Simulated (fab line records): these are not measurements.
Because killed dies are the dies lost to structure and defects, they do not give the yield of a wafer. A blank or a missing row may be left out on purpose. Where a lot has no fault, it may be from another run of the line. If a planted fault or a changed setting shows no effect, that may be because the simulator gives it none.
A lot that was struck, set against a sound lot :: flow sky130 :: 17 steps out of a route of 708
Sound: wafers L117.1, L117.2, L117.3. Wafers L130.1, L130.2, L130.4 were the ones struck. The cause is named last.
At each step with rows: each side's tool, then ch and its chambers, then its first start. Under that, the readings that differ: sound wafers :: struck wafers :: difference of the means :: sigmas: that difference in standard deviations of wafers without a fault.
alike: readings whose means differ by less than 2 such deviations, and words and numbers that are the same on both sides. not compared: withheld readings, readings that some wafer has no value for, bounds like >300 that may hide the same value, and numbers for which the record gives no deviation and whose values overlap.
A row with sigmas, a row that says differs or no value, or rows on one side alone: a step with any of these is where the two part. Numbers that have no deviation but don't overlap get no sigmas and don't part them. A reading that every wafer of one side lacks parts them only if that side has two wafers or more.

SKY_METAL1_THK_MEAS_06: measures by xrf.
  sound on film metro-04 at day 31 17:05; struck on film metro-01 at day 36 02:13
reading: METAL1_ALCU_THK (nm)
sound: 250 254 250
struck: 241 244 240
difference: -10
sigmas: -3
then, 8 steps without rows for these wafers: SKY_METAL1_DEHYDRATE_07 (time 60 s); SKY_METAL1_HMDS_08 (prime time 60 s); SKY_METAL1_COAT_09 (resist thk 60 nm); SKY_METAL1_COAT_10 (resist thk 450 nm); SKY_METAL1_SOFTBAKE_11 (time 90 s); SKY_METAL1_EXPOSE_12 (exposes mask MM1, target cd 140 nm); SKY_METAL1_PEB_13; SKY_METAL1_DEVELOP_14 (develop time 60 s).
SKY_METAL1_CD_MEAS_15: target cd 140 nm.
  sound on cd sem-01 at day 32 20:40; struck on cd sem-01 at day 37 04:47
  alike: cd nm
SKY_METAL1_OVL_MEAS_16:
  sound on overlay-01 at day 32 20:47; struck on overlay-02 at day 37 04:54
  alike: METAL1_OVL
SKY_METAL1_DESCUM_17: chemistry O2, time 8 s.
  sound on rie metal-03 ch 0,1, day 32 20:50; struck on rie metal-03 ch 0,1, day 37 04:56
  alike: chamber pressure mTorr, drypump motor current A, oes product au, rf fwd power W
  not compared: rf hours counter h
SKY_METAL1_ETCH_18: etches BARC in N2/H2, stops on SiO2, time 45.9 s, target depth 60 nm.
  sound on rie metal-03 ch 0,1, day 32 20:52; struck on rie metal-03 ch 0,1, day 37 04:58
  no value came back on the struck wafers for any of 6 readings (bias w (W), chamber pressure mTorr (mTorr) and others); on the sound wafers bias w (W) reads 99.56 100.02 99.89
reading: model.KrF-thick_of_METAL1_COAT_10.thk nm (nm)
sound: 391.1 392.5 390.7
struck: 435.4 436.5 434.6
difference: +44.1
sigmas: 
  not compared: rf hours counter h
SKY_METAL1_METAL_ETCH_19: etches the open film in Cl2/BCl3, stops on SiO2, target depth 360 nm, time 78 s.
  sound on rie metal-03 ch 0,1, day 32 20:55; struck on rie metal-03 ch 0,1, day 37 05:02
reading: bias w (W)
sound: 48.91 48.52 48.77
struck: 48.36 48.14 48.68
difference: -0.34
sigmas: -2

reading: oes product au (a.u.)
sound: 0.862 0.861 0.860
struck: 0.378 0.374 0.376
difference: -0.485
sigmas: -85

reading: model.KrF-thick_of_METAL1_COAT_10.thk nm (nm)
sound: 156.5 163.4 161
struck: 205.8 202.1 197.7
difference: +41.6
sigmas: 
  alike: bcl3 flow sccm, chamber pressure mTorr, drypump motor current A, rf fwd power W, throttle valve pct
  not compared: rf hours counter h
SKY_METAL1_STRIP_20: strips in O2/N2.
  sound on plasma asher-03 ch 0,1, day 32 21:01; struck on plasma asher-04 ch 0,1, day 37 05:07
reading: oes product au (a.u.)
sound: 0.344 0.343 0.342
struck: 0.368 0.364 0.366
difference: +0.023
sigmas: +5

reading: strip time to endpoint s (s)
sound: 2.67 2.74 2.71
struck: 3.23 3.16 3.13
difference: +0.47
sigmas: +12
  alike: chamber pressure mTorr, drypump motor current A, o2 flow sccm
  not compared: rf hours counter h
then, 1 step without rows for these wafers: SKY_METAL1_STRIP_21 (strips in post etch residue remover, time 1200 s).
-- the record jumps here: 12 days lie between the struck wafers' starts before and after (it left off in module METAL1 and takes up again in module PAD_OPEN, whose first step shown is number 708 of the route) --
SKY_PAD_OPEN_PROBE_99:
  only the struck wafers here have rows in the record (prober-01, day 49 08:59); the sound ones have none

== WHERE THEY PART ==
First at SKY_METAL1_THK_MEAS_06; last, within this record, at SKY_PAD_OPEN_PROBE_99.

WHY: whatever the simulator had introduced
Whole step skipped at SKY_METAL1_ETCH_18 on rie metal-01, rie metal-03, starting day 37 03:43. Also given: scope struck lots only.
